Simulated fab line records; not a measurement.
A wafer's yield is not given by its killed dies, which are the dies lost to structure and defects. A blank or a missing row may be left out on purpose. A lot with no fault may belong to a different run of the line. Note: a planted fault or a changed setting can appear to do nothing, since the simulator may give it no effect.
fab line records	flow gf180mcu	part 1 of 2: steps 1 to 28 of 36
record: lots: 5	wafers: 15	last_day: 34
route steps=602 shown M4@462 V4@476
lots that met no fault: taken from a fault-free run of the same line
start_h: start of the lot's first displayed wafer, in hours after the record's first day	wait_h: hours since the lot's step before	" as in the row above	L1.1+2: a single row standing in for several wafers	- either no value or no given start	* or withheld: withheld	< > ~ a bound
route shown NAME@n: names a module that has steps shown in the file, with the first one's number in the route	usual: mean/standard deviation of fault-free wafers	same: alike in all rows	chamber/n: place in a boat	sites: per-site readings	_std_site: their standard deviation	_edge_site: mean of outer sites minus mean of inner sites	radius_mm: for every site, how far away it sits from the centre of the wafer	mask NAME#n: copy n	behind: the tool/chamber that last shaped the wafer	hold: reason for holding the lot/hours on hold/outcome of the hold	device: which transistor (n, p or np) failed to switch	end of line: tests run on the same wafers once the route is complete	a step given without rows: its recipe and nothing more	killed: the dies lost at the first sort to structure and to defects; this is not the yield of the wafer	map: dies across one wafer; x = killed, . = not, _ = none there
set.NAME: the setting the step ran with; set.NAME@STEP: the setting that earlier step ran with	model.NAME: the simulator's own value behind a step, which no gauge read
lots at selected steps of the route; one table per step, one row per wafer
services: a tool's chamber out of use, with start hour (start_h, from the record's first day; less than 0 if before it), hours out, and reason
== steps ==
step: GF_M4_THK_MEAS_06
recipe: thk_meas_gauge: xrf	reads: AlCu_of_M4_SPUTTER_02
usual: M4_ALCU_THK: 446/6.9
lot.wafer	tool	chamber	start_h	wait_h	M4_ALCU_THK[nm]
L083.3	film_metro-02	-	590.65	0.1	449
L083.5	"	-	"	"	451
L083.6	"	-	"	"	450
L088.1	film_metro-03	-	632.13	0.1	443
L088.2	"	-	"	"	437
L088.3	"	-	"	"	433
L094.1	film_metro-02	-	675.96	0.1	449
L094.2	"	-	"	"	452
L094.4	"	-	"	"	448
L096.1	film_metro-04	-	685.14	0.1	435
L096.3	"	-	"	"	438
L096.5	"	-	"	"	439
L095.1	film_metro-03	-	686.72	0.1	444
L095.3	"	-	"	"	446
L095.6	"	-	"	"	447
step: GF_M4_DEHYDRATE_07
recipe: temp_c: 200	time_s: 60
usual: heater_power_total_W: 160.36/0.12
same: time_s: 60
lot.wafer	tool	chamber	start_h	wait_h	heater_power_total_W
L083.3	litho_track-02	0	600.44	9.8	160.23
L083.5	"	0	"	"	160.41
L083.6	"	0	"	"	160.44
L088.1	litho_track-03	0	641.22	9.1	160.44
L088.2	"	0	"	"	160.25
L088.3	"	0	"	"	160.28
L094.1	litho_track-04	0	684.76	8.8	160.31
L094.2	"	0	"	"	160.36
L094.4	"	0	"	"	160.40
L096.1	litho_track-04	0	693.91	8.8	160.34
L096.3	"	0	"	"	160.29
L096.5	"	0	"	"	160.34
L095.1	litho_track-02	0	695.34	8.6	160.25
L095.3	"	0	"	"	160.38
L095.6	"	0	"	"	160.43
step: GF_M4_HMDS_08
recipe: prime_time_s: 60	prime_temp_c: 120
lot.wafer	tool	chamber	start_h	wait_h
L083.3+5+6	litho_track-02	0	600.59	0.1
L088.1+2+3	litho_track-03	0	641.37	0.1
L094.1+2+4	litho_track-04	0	684.91	0.1
L096.1+3+5	litho_track-04	0	694.06	0.1
L095.1+3+6	litho_track-02	0	695.49	0.1
step: GF_M4_COAT_09
recipe: resist: KrF	spin_rpm: withheld	resist_thk_nm: 1000
lot.wafer	tool	chamber	start_h	wait_h
L083.3+5+6	litho_track-02	0	600.74	0.1
L088.1+2+3	litho_track-03	0	641.52	0.1
L094.1+2+4	litho_track-04	0	685.06	0.1
L096.1+3+5	litho_track-04	0	694.21	0.1
L095.1+3+6	litho_track-02	0	695.64	0.1
step: GF_M4_SOFTBAKE_10
recipe: temp_c: 130	time_s: 60	resist: KrF
usual: heater_power_total_W: 93.06/0.055
same: time_s: 60
lot.wafer	tool	chamber	start_h	wait_h	heater_power_total_W
L083.3	litho_track-02	0	600.89	0.1	93.09
L083.5	"	0	"	"	93.00
L083.6	"	0	"	"	93.11
L088.1	litho_track-03	0	641.67	0.1	93.05
L088.2	"	0	"	"	93.01
L088.3	"	0	"	"	93.06
L094.1	litho_track-04	0	685.21	0.1	93.00
L094.2	"	0	"	"	93.10
L094.4	"	0	"	"	93.06
L096.1	litho_track-04	0	694.36	0.1	93.02
L096.3	"	0	"	"	93.06
L096.5	"	0	"	"	93.07
L095.1	litho_track-02	0	695.79	0.1	93.08
L095.3	"	0	"	"	93.04
L095.6	"	0	"	"	93.10
step: GF_M4_EXPOSE_11
recipe: mask_id: Metal4	target_cd_nm: 280	na: 0.68	source_shape: conventional	sigma_outer: 0.6	dose_mj: 28
usual: focus_offset_nm: 0.1/0.51	reticle_temp_C: 22.98/0.08
same: na: 0.68
lot.wafer	tool	chamber	start_h	wait_h	mask	focus_offset_nm	reticle_temp_C
L083.3	krf_scanner-02	0	-	-	Metal4#0	0.4	23.04
L083.5	"	0	"	"	Metal4#0	-0.2	23.08
L083.6	"	0	"	"	Metal4#0	-0.4	22.98
L088.1	krf_scanner-01	0	-	-	Metal4#0	0.0	22.87
L088.2	"	0	"	"	Metal4#0	-1.0	22.96
L088.3	"	0	"	"	Metal4#0	-0.3	23.00
L094.1	krf_scanner-01	0	-	-	Metal4#0	0.0	23.06
L094.2	"	0	"	"	Metal4#0	-0.7	23.03
L094.4	"	0	"	"	Metal4#0	0.7	22.88
L096.1	krf_scanner-02	0	-	-	Metal4#0	-0.3	22.95
L096.3	"	0	"	"	Metal4#0	-0.1	22.98
L096.5	"	0	"	"	Metal4#0	-1.1	23.03
L095.1	krf_scanner-02	0	-	-	Metal4#0	1.1	22.92
L095.3	"	0	"	"	Metal4#0	-0.1	22.98
L095.6	"	0	"	"	Metal4#0	0.7	22.99
step: GF_M4_PEB_12
recipe: peb_temp_c: 135	peb_time_s: 90	resist: KrF
usual: heater_power_total_W: 85.69/0.086
lot.wafer	tool	chamber	start_h	wait_h	heater_power_total_W
L083.3	litho_track-04	0	-	-	85.71
L083.5	"	0	"	"	85.62
L083.6	"	0	"	"	85.53
L088.1	litho_track-03	0	-	-	85.64
L088.2	"	0	"	"	85.67
L088.3	"	0	"	"	85.79
L094.1	litho_track-04	0	-	-	85.67
L094.2	"	0	"	"	85.60
L094.4	"	0	"	"	85.73
L096.1	litho_track-03	0	-	-	85.67
L096.3	"	0	"	"	85.64
L096.5	"	0	"	"	85.71
L095.1	litho_track-04	0	-	-	85.64
L095.3	"	0	"	"	85.75
L095.6	"	0	"	"	85.56
step: GF_M4_DEVELOP_13
recipe: develop_time_s: 60	dev_temp_c: 21
lot.wafer	tool	chamber	start_h	wait_h
L083.3+5+6	litho_track-04	0	611.31	0.1
L088.1+2+3	litho_track-03	0	651.82	0.2
L094.1+2+4	litho_track-04	0	694.71	0.2
L096.1+3+5	litho_track-03	0	703.47	0.2
L095.1+3+6	litho_track-04	0	704.76	0.2
step: GF_M4_CD_MEAS_14
recipe: target_cd_nm: 280
usual: cd_nm: 279.6/1.3
lot.wafer	tool	chamber	start_h	wait_h	cd_nm
L083.3	cd_sem-02	-	611.45	0.1	278.5
L083.5	"	-	"	"	279.9
L083.6	"	-	"	"	280.1
L088.1	cd_sem-02	-	651.97	0.1	281.7
L088.2	"	-	"	"	279.7
L088.3	"	-	"	"	281.3
L094.1	cd_sem-01	-	694.86	0.1	280.3
L094.2	"	-	"	"	280.4
L094.4	"	-	"	"	280.8
L096.1	cd_sem-02	-	703.62	0.1	281.3
L096.3	"	-	"	"	281.1
L096.5	"	-	"	"	281.6
L095.1	cd_sem-01	-	704.91	0.1	280.6
L095.3	"	-	"	"	279.9
L095.6	"	-	"	"	280.7
step: GF_M4_OVL_MEAS_15
usual: M4_OVL: 3/5
lot.wafer	tool	chamber	start_h	wait_h	M4_OVL[nm]
L083.3	overlay-01	-	611.54	0.1	8
L083.5	"	-	"	"	4
L083.6	"	-	"	"	-1
L088.1	overlay-01	-	652.09	0.1	1
L088.2	"	-	"	"	3
L088.3	"	-	"	"	5
L094.1	overlay-01	-	694.98	0.1	-6
L094.2	"	-	"	"	-1
L094.4	"	-	"	"	-4
L096.1	overlay-02	-	703.74	0.1	2
L096.3	"	-	"	"	2
L096.5	"	-	"	"	10
L095.1	overlay-01	-	705.03	0.1	3
L095.3	"	-	"	"	-11
L095.6	"	-	"	"	-10
step: GF_M4_METAL_ETCH_16
recipe: chemistry: Cl2/BCl3	mask_material: KrF	target_depth_nm: 750.8	stop_on: SiO2	pressure_mtorr: 8	icp_w: 800	bias_w: 140	Cl2_flow_sccm: 80	bcl3_flow_sccm: 40	time_s: 125.1
usual: bias_w: 140.0/0.43	chamber_pressure_mTorr: 8.001/0.0072	drypump_motor_current_A: 5.9/0.49	oes_product_au: 0.994/0.0056	throttle_valve_pct: 28.226/0.01
same: time_s: 125.1
lot.wafer	tool	chamber	start_h	wait_h	bias_w	chamber_pressure_mTorr	drypump_motor_current_A	oes_product_au	rf_hours_counter_h	throttle_valve_pct
L083.3	rie_metal-03	0	611.65	0.1	140.3	8.003	6.4	0.994	-	28.226
L083.5	"	0	"	"	140.5	7.995	6.4	0.996	-	28.236
L083.6	"	0	"	"	139.9	8.006	6.4	0.993	-	28.228
L088.1	rie_metal-01	0	652.12	0.0	141.1	7.997	5.0	0.997	6	28.222
L088.2	"	1	"	"	139.5	8.005	6.3	0.983	7	28.233
L088.3	"	0	"	"	140.2	7.986	5.0	0.998	-	28.232
L094.1	rie_metal-01	0	695.01	0.0	140.1	8.005	5.0	0.990	8	28.211
L094.2	"	0	"	"	140.3	7.996	5.0	0.994	-	28.247
L094.4	"	0	"	"	140.2	7.991	5.1	0.991	-	28.219
L096.1	rie_metal-01	0	703.77	0.0	139.8	7.993	5.0	0.997	9	28.222
L096.3	"	0	"	"	140.2	8.009	5.1	0.998	-	28.220
L096.5	"	1	"	"	140.0	7.994	6.3	0.995	-	28.245
L095.1	rie_metal-03	0	705.06	0.0	139.3	7.999	6.4	0.984	6	28.225
L095.3	"	0	"	"	139.3	8.004	6.4	0.997	-	28.219
L095.6	"	0	"	"	140.3	8.005	6.4	0.989	-	28.225
step: GF_M4_STRIP_17
recipe: chemistry: O2/N2	power_w: 1400	pressure_mtorr: 1500	platen_temp_c: 250	o2_flow_sccm: 3000	n2_flow_sccm: 300	overash_fraction: 0.5
usual: chamber_pressure_mTorr: 1500.1/1.5	drypump_motor_current_A: 5.5/0.48	heater_power_w: 330/55	oes_product_au: 0.536/0.0053	platen_temp_c: 250.02/0.2	strip_time_to_endpoint_s: 7.33/0.059
lot.wafer	tool	chamber	start_h	wait_h	chamber_pressure_mTorr	drypump_motor_current_A	heater_power_w	oes_product_au	platen_temp_c	rf_hours_counter_h	strip_time_to_endpoint_s
L083.3	plasma_asher-02	0	611.86	0.2	1501.8	5.1	313	0.540	250.10	-	7.31
L083.5	"	0	"	"	1499.3	5.1	321	0.541	250.05	-	7.35
L083.6	"	1	"	"	1500.0	5.1	418	0.538	250.26	-	7.31
L088.1	plasma_asher-03	1	652.25	0.1	1499.3	6.1	282	0.534	250.38	111	7.28
L088.2	"	0	"	"	1499.5	5.0	260	0.532	250.15	111	7.41
L088.3	"	1	"	"	1499.4	6.1	280	0.537	250.16	-	7.28
L094.1	plasma_asher-03	0	695.27	0.2	1500.4	5.0	267	0.528	249.83	115	7.28
L094.2	"	1	"	"	1499.8	6.1	286	0.534	250.63	115	7.33
L094.4	"	1	"	"	1500.7	6.1	301	0.538	250.22	-	7.31
L096.1	plasma_asher-02	0	703.90	0.1	1499.8	5.1	307	0.533	250.18	83	7.28
L096.3	"	1	"	"	1500.7	5.2	411	0.536	249.98	-	7.32
L096.5	"	1	"	"	1498.3	5.2	421	0.541	249.78	-	7.36
L095.1	plasma_asher-02	0	705.19	0.1	1500.3	5.2	316	0.540	249.87	83	7.34
L095.3	"	1	"	"	1499.7	5.2	403	0.533	250.09	-	7.35
L095.6	"	0	"	"	1499.2	5.2	308	0.530	249.84	-	7.38
step: GF_M4_STRIP_18
recipe: chemistry: post_etch_residue_remover	time_s: 1200	temp_c: 72.5
same: time_s: 1200
lot.wafer	tool	chamber	start_h	wait_h
L083.3+5+6	wet_bench-02	2	611.92	0.0
L088.1+2+3	wet_bench-01	3	652.35	0.1
L094.1+2+4	wet_bench-04	2	695.37	0.1
L096.1+3+5	wet_bench-04	3	704.00	0.1
L095.1+3+6	wet_bench-02	2	705.29	0.1
step: GF_M4_CLEAN_19
recipe: chemistry: DIW	dry: n2_spin
lot.wafer	tool	chamber	start_h	wait_h
L083.3+5+6	wet_bench-01	2	612.27	0.0
L088.1+2+3	wet_bench-04	2	652.72	0.0
L094.1+2+4	wet_bench-04	1	696.06	0.3
L096.1+3+5	wet_bench-02	3	704.34	0.0
L095.1+3+6	wet_bench-04	1	705.67	0.0
step: GF_V4_CVD_00
recipe: material: SiO2	target_thk_nm: 600	sigma_open_frac: 0.3	temp_c: 400	time_s: 100	sih4_flow_sccm: 60	pressure_mtorr: 6
same: time_s: 100
lot.wafer	tool	chamber	start_h	wait_h
L083.3+5+6	hdpcvd-01	2,2,1	612.36	0.0
L088.1+2+3	hdpcvd-01	1,0,2	652.82	0.0
L094.1+2+4	hdpcvd-02	2,1,1	696.15	0.0
L096.1+3+5	hdpcvd-02	0,2,0	704.44	0.0
L095.1+3+6	hdpcvd-02	1,0,1	705.76	0.0
step: GF_V4_THK_MEAS_01
recipe: reads: SiO2_of_V4_CVD_00
usual: V4_CVD_00_THK: 603/8.9
lot.wafer	tool	chamber	start_h	wait_h	V4_CVD_00_THK[nm]
L083.3	film_metro-02	-	612.45	0.1	601
L083.5	"	-	"	"	607
L083.6	"	-	"	"	617
L088.1	film_metro-01	-	652.90	0.0	602
L088.2	"	-	"	"	597
L088.3	"	-	"	"	591
L094.1	film_metro-01	-	696.22	0.0	589
L094.2	"	-	"	"	603
L094.4	"	-	"	"	608
L096.1	film_metro-04	-	704.52	0.0	603
L096.3	"	-	"	"	598
L096.5	"	-	"	"	604
L095.1	film_metro-02	-	705.83	0.0	614
L095.3	"	-	"	"	603
L095.6	"	-	"	"	601
step: GF_V4_CVD_02
recipe: material: SiO2	target_thk_nm: 850	precursor: TEOS	temp_c: 400	time_s: 94.851	rf_w: 600
usual: heater_power_w: 628/140
same: time_s: 94.851
lot.wafer	tool	chamber	start_h	wait_h	heater_power_w
L083.3	pecvd-02	1	612.49	0.0	812
L083.5	"	1	"	"	661
L083.6	"	0	"	"	673
L088.1	pecvd-03	2	652.96	0.1	680
L088.2	"	1	"	"	401
L088.3	"	0	"	"	452
L094.1	pecvd-03	2	696.28	0.1	757
L094.2	"	0	"	"	412
L094.4	"	1	"	"	423
L096.1	pecvd-03	0	704.58	0.1	421
L096.3	"	1	"	"	469
L096.5	"	0	"	"	478
L095.1	pecvd-03	0	705.89	0.1	466
L095.3	"	1	"	"	494
L095.6	"	1	"	"	382
step: GF_V4_THK_MEAS_03
recipe: reads: SiO2_of_V4_CVD_02
usual: V4_CVD_02_THK: 853/12
lot.wafer	tool	chamber	start_h	wait_h	V4_CVD_02_THK[nm]
L083.3	film_metro-01	-	612.58	0.1	855
L083.5	"	-	"	"	871
L083.6	"	-	"	"	877
L088.1	film_metro-04	-	653.03	0.0	858
L088.2	"	-	"	"	845
L088.3	"	-	"	"	846
L094.1	film_metro-04	-	696.35	0.0	838
L094.2	"	-	"	"	847
L094.4	"	-	"	"	851
L096.1	film_metro-01	-	704.64	0.0	851
L096.3	"	-	"	"	835
L096.5	"	-	"	"	865
L095.1	film_metro-02	-	705.96	0.0	842
L095.3	"	-	"	"	834
L095.6	"	-	"	"	846
step: GF_V4_CMP_04
recipe: material: SiO2	down_force_psi: 4	platen_rpm: 60	pad_velocity_m_s: 0.94248
usual: head_pressure_psi: 3.999/0.0077	motor_current_A: 12.0/0.83	retaining_ring_pressure_frac: 1.000/0.0047	time_to_endpoint_s: 81/6.8
lot.wafer	tool	chamber	start_h	wait_h	head_pressure_psi	motor_current_A	retaining_ring_pressure_frac	time_to_endpoint_s
L083.3	cmp-01	0	612.62	0.0	4.002	13.4	1.007	85
L083.5	"	0	"	"	4.017	12.1	0.996	90
L083.6	"	1	"	"	4.004	13.5	0.997	82
L088.2	cmp-02	0	653.09	0.0	4.000	12.5	1.006	76
L088.3	"	1	"	"	4.001	12.4	1.004	72
L088.1	"	3	"	"	4.001	12.5	0.996	85
L094.1	cmp-02	1	696.41	0.1	4.012	11.5	0.997	70
L094.2	"	2	"	"	3.994	12.2	1.003	77
L094.4	"	3	"	"	3.999	12.1	1.000	88
L096.3	cmp-02	2	704.70	0.0	4.008	11.6	0.995	77
L096.1	"	3	"	"	3.995	11.7	1.003	92
L096.5	"	2	"	"	3.987	11.7	0.996	87
L095.3	cmp-02	3	706.12	0.1	4.002	11.8	1.000	80
L095.1	"	0	"	"	3.994	12.9	1.001	80
L095.6	"	2	"	"	4.018	12.4	1.004	81
step: GF_V4_BOW_MEAS_05
recipe: mode: bow
usual: V4_BOW: 136/9.5
lot.wafer	tool	chamber	start_h	wait_h	V4_BOW[um]
L083.3	film_metro-04	-	612.96	0.3	144
L083.5	"	-	"	"	148
L083.6	"	-	"	"	145
L088.1	film_metro-01	-	653.39	0.1	133
L088.2	"	-	"	"	141
L088.3	"	-	"	"	133
L094.1	film_metro-04	-	696.71	0.2	134
L094.2	"	-	"	"	140
L094.4	"	-	"	"	143
L096.1	film_metro-01	-	705.00	0.2	133
L096.3	"	-	"	"	138
L096.5	"	-	"	"	131
L095.1	film_metro-01	-	706.32	0.1	140
L095.3	"	-	"	"	148
L095.6	"	-	"	"	138
step: GF_V4_DEHYDRATE_06
recipe: temp_c: 200	time_s: 60
usual: heater_power_total_W: 160.38/0.12
same: time_s: 60
lot.wafer	tool	chamber	start_h	wait_h	heater_power_total_W
L083.3	litho_track-02	0	622.79	9.8	160.29
L083.5	"	0	"	"	160.45
L083.6	"	0	"	"	160.51
L088.1	litho_track-01	0	662.48	9.1	160.44
L088.2	"	0	"	"	160.38
L088.3	"	0	"	"	160.32
L094.1	litho_track-02	0	704.89	8.2	160.29
L094.2	"	0	"	"	160.58
L094.4	"	0	"	"	160.42
L096.1	litho_track-02	0	713.49	8.5	160.54
L096.3	"	0	"	"	160.43
L096.5	"	0	"	"	160.34
L095.1	litho_track-02	0	714.84	8.5	160.25
L095.3	"	0	"	"	160.63
L095.6	"	0	"	"	160.58
step: GF_V4_HMDS_07
recipe: prime_time_s: 60	prime_temp_c: 120
lot.wafer	tool	chamber	start_h	wait_h
L083.3+5+6	litho_track-02	0	622.94	0.1
L088.1+2+3	litho_track-01	0	662.63	0.1
L094.1+2+4	litho_track-02	0	705.04	0.1
L096.1+3+5	litho_track-02	0	713.64	0.1
L095.1+3+6	litho_track-02	0	714.99	0.1
step: GF_V4_COAT_08
recipe: resist: BARC	temp_c: withheld	time_s: withheld	spin_rpm: withheld	resist_thk_nm: withheld
lot.wafer	tool	chamber	start_h	wait_h
L083.3+5+6	litho_track-02	0	623.09	0.1
L088.1+2+3	litho_track-01	0	662.78	0.1
L094.1+2+4	litho_track-02	0	705.19	0.1
L096.1+3+5	litho_track-02	0	713.79	0.1
L095.1+3+6	litho_track-02	0	715.14	0.1
step: GF_V4_COAT_09
recipe: resist: KrF	spin_rpm: withheld	resist_thk_nm: 1000
lot.wafer	tool	chamber	start_h	wait_h
L083.3+5+6	litho_track-02	0	-	-
L088.1+2+3	litho_track-01	0	-	-
L094.1+2+4	litho_track-02	0	-	-
L096.1+3+5	litho_track-02	0	-	-
L095.1+3+6	litho_track-02	0	-	-
step: GF_V4_SOFTBAKE_10
recipe: temp_c: 130	time_s: 60	resist: KrF
usual: heater_power_total_W: 93.05/0.061
same: time_s: 60
lot.wafer	tool	chamber	start_h	wait_h	heater_power_total_W
L083.3	litho_track-02	0	-	-	92.94
L083.5	"	0	"	"	93.06
L083.6	"	0	"	"	93.00
L088.1	litho_track-01	0	-	-	93.07
L088.2	"	0	"	"	92.98
L088.3	"	0	"	"	93.12
L094.1	litho_track-02	0	-	-	92.99
L094.2	"	0	"	"	92.89
L094.4	"	0	"	"	93.07
L096.1	litho_track-02	0	-	-	93.05
L096.3	"	0	"	"	93.01
L096.5	"	0	"	"	93.01
L095.1	litho_track-02	0	-	-	93.10
L095.3	"	0	"	"	93.12
L095.6	"	0	"	"	93.01
step: GF_V4_EXPOSE_11
recipe: mask_id: Via4	target_cd_nm: 260	na: 0.68	source_shape: conventional	sigma_outer: 0.6	dose_mj: 38
usual: focus_offset_nm: -0.1/0.49	reticle_temp_C: 23.03/0.11
same: na: 0.68
lot.wafer	tool	chamber	start_h	wait_h	mask	focus_offset_nm	reticle_temp_C
L083.3	krf_scanner-01	0	-	-	Via4#0	0.5	22.83
L083.5	"	0	"	"	Via4#0	0.4	23.07
L083.6	"	0	"	"	Via4#0	-0.2	23.12
L088.1	krf_scanner-02	0	-	-	Via4#0	0.7	22.97
L088.2	"	0	"	"	Via4#0	1.1	22.92
L088.3	"	0	"	"	Via4#0	0.6	22.86
L094.1	krf_scanner-01	0	-	-	Via4#0	-0.5	23.06
L094.2	"	0	"	"	Via4#0	0.1	23.07
L094.4	"	0	"	"	Via4#0	-0.9	23.08
L096.1	krf_scanner-02	0	-	-	Via4#0	0.5	23.24
L096.3	"	0	"	"	Via4#0	0.5	23.12
L096.5	"	0	"	"	Via4#0	-0.1	23.07
L095.1	krf_scanner-02	0	-	-	Via4#0	0.7	22.92
L095.3	"	0	"	"	Via4#0	0.6	22.92
L095.6	"	0	"	"	Via4#0	0.3	22.87
step: GF_V4_PEB_12
recipe: peb_temp_c: 135	peb_time_s: 90	resist: KrF
usual: heater_power_total_W: 85.71/0.074
lot.wafer	tool	chamber	start_h	wait_h	heater_power_total_W
L083.3	litho_track-02	0	-	-	85.75
L083.5	"	0	"	"	85.77
L083.6	"	0	"	"	85.79
L088.1	litho_track-01	0	-	-	85.71
L088.2	"	0	"	"	85.74
L088.3	"	0	"	"	85.56
L094.1	litho_track-03	0	-	-	85.80
L094.2	"	0	"	"	85.77
L094.4	"	0	"	"	85.61
L096.1	litho_track-03	0	-	-	85.67
L096.3	"	0	"	"	85.81
L096.5	"	0	"	"	85.61
L095.1	litho_track-03	0	-	-	85.82
L095.3	"	0	"	"	85.73
L095.6	"	0	"	"	85.82
step: GF_V4_DEVELOP_13
recipe: develop_time_s: 60	resist: KrF	dev_temp_c: 21
lot.wafer	tool	chamber	start_h	wait_h
L083.3+5+6	litho_track-02	0	633.84	0.1
L088.1+2+3	litho_track-01	0	672.68	0.2
L094.1+2+4	litho_track-03	0	714.72	0.2
L096.1+3+5	litho_track-03	0	723.42	0.2
L095.1+3+6	litho_track-03	0	724.12	0.2
